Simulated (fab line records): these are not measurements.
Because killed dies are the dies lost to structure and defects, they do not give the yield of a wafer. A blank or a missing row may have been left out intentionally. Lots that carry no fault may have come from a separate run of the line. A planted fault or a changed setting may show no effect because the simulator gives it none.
Code-filled problem report in 8D (eight disciplines) form	flow gf180mcu	the parts of the form that need people (team, actions taken, sign-off) are left out

== 1. THE ISSUE ==
Wafers without a fault read 1006.3, standard deviation 2.6; wafer_temp_C_max at GF_HV_LDD_RTA_52 reads a mean of 923.4 on 9 wafers belonging to 3 lots. Measured from the usual mean, that is -32 standard deviations.
The step: time 10.41 s.
Earliest sighting: wafer L349.3 on rtp-anneal-02 at day 14 01:03. The record holds 39 wafers of 13 lots with a number at this step. The rule behind "out" and "out of limits": a value lying over 4 standard deviations away from the usual mean. The rest of the wafers with a number are treated as sound.

== 2. WHAT THIS IS AND IS NOT ==
question	is	is not
which readings at this step	wafer_temp_C_max, lamp-power-pct	-
which lots	L349, L350, L352	L344, L345, L348, L355, L358, L359, L363, L365, L366, L367
which wafers of those lots	all that have a number	-
read on which tools	rtp-anneal-02	rtp-anneal-01
when	from day 14 01:03	up to then (9 sound wafers); but 21 sound wafers of L355, L358, L359, L363, L365, L366, L367 came after

== 3. SUSPECTS, AND WHAT RULES EACH OUT ==
Counting: a tool at any process step up to the reading remains a suspect when it ran all the lots that are out and ran no sound lot after the first of those.
- plasma-asher-01 at GF_VT_IMPLANT_STRIP_09 (strips in O2/N2): kept. It processed each lot that is out, first L349 at day 6 21:22, and no sound lot thereafter; up to then, the last sound lot it processed was L345 at day 5 23:27.
- rtp-anneal-02 at GF_HV_LDD_RTA_52 (time 10.41 s): ruled out as a lasting fault. Following L349 (day 14 01:03), the first lot on it that is out, the sound lots L359, L366, L367 were run on it.
Remaining after the count: plasma-asher-01 at GF_VT_IMPLANT_STRIP_09.

== 4. THE CAUSE (what the simulator had put in) ==
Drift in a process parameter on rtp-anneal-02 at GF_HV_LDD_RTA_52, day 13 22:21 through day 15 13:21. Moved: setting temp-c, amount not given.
Counting ruled it out, wrongly.

== 5. THE EFFECT CHAIN, in route order ==
One row per reading whose mean, taken over the struck wafers that have a number, lies over 3 standard deviations from the usual. Readings are gone through only where the record gives a usual standard deviation; hours: the median, over the lots, of the time from a lot's start at the first step in this table giving one to that lot's start at this step; sigmas: the change measured in usual standard deviations.
hours	step	reading	usual	on struck wafers	change	sigmas
0	GF_HV_LDD_RTA_52	lamp-power-pct	34.5 %	28.6	-5.9	-4.6
0	GF_HV_LDD_RTA_52	wafer_temp_C_max	1006.3	923.4	-82.9	-32
0	GF_HV_LDD_RS_MEAS_53	HV_LDD_RS	418.1 ohm/sq	415.1	-3.0	-3.2
It contains these process steps:
- GF_HV_LDD_RTA_52: time 10.41 s.
Later steps that measure or inspect, where all struck wafers having a row at the step show a number for every such reading and not one has moved that far: GF_V1_THK_MEAS_01.

== 6. WHAT WOULD HAVE CAUGHT IT SOONER ==
The fault began at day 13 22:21; the first out-of-limits reading in this record came at day 14 01:03, 3 hours later.
